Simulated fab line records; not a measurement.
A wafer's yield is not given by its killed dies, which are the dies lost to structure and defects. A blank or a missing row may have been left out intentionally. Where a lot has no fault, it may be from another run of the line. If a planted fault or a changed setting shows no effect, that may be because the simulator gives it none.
Matching of chambers :: flow sfq line :: 4 sister chambers for SFQ_TRILAYER_I2_CMP_CMP_064 on cmp-02
The step polishes SiO2. 4 wafers are shown with their chamber, then 7 later ones without.

== EACH WAFER AND ITS CHAMBER ==
wafer: L726.2
chamber: 0
motor current A (A): 9.8

wafer: L727.2
chamber: 3
motor current A (A): 10.3

wafer: L729.1
chamber: 2
motor current A (A): 9.5

wafer: L729.3
chamber: 1
motor current A (A): 9.5

== WAFERS WITHOUT THEIR CHAMBER ==
wafer: L729.5
motor current A (A): 9.6

wafer: L740.3
motor current A (A): 9.8

wafer: L740.4
motor current A (A): 9.1

wafer: L740.6
motor current A (A): 9.6

wafer: L741.3
motor current A (A): 9.8

wafer: L741.4
motor current A (A): 10.1

wafer: L741.6
motor current A (A): 9.8

== EACH ONE'S CHAMBER ==
wafer: L729.5
from the rows above: can't be placed: 1 or 2 or 0
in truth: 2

wafer: L740.3
from the rows above: can't be placed: 0 or 1 or 2
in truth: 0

wafer: L740.4
from the rows above: can't be placed: 1 or 2 or 0
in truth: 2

wafer: L740.6
from the rows above: can't be placed: 1 or 2 or 0
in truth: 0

wafer: L741.3
from the rows above: can't be placed: 0 or 1 or 2
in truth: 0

wafer: L741.4
from the rows above: can't be placed: 3 or 0
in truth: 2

wafer: L741.6
from the rows above: can't be placed: 0 or 1 or 2
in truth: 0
0 of 7 placed correctly. These rows do not allow placing 7 (true chamber among the candidates in 6). Wrongly placed: 0.
How it was worked out, from the rows above alone: a wafer's distance from a chamber is the root of the sum, over the readings, of the square of ((its reading less the chamber's mean) divided by the reading's scatter). If the next closest chamber is less than 2 further off than the closest, the wafer can't be placed; otherwise it belongs to the closest. Each chamber's mean is taken over the wafers shown for it. The scatter (one wafer shown for each chamber): square how far every hidden wafer sits from the nearest shown wafer, average those squares and take the square root.
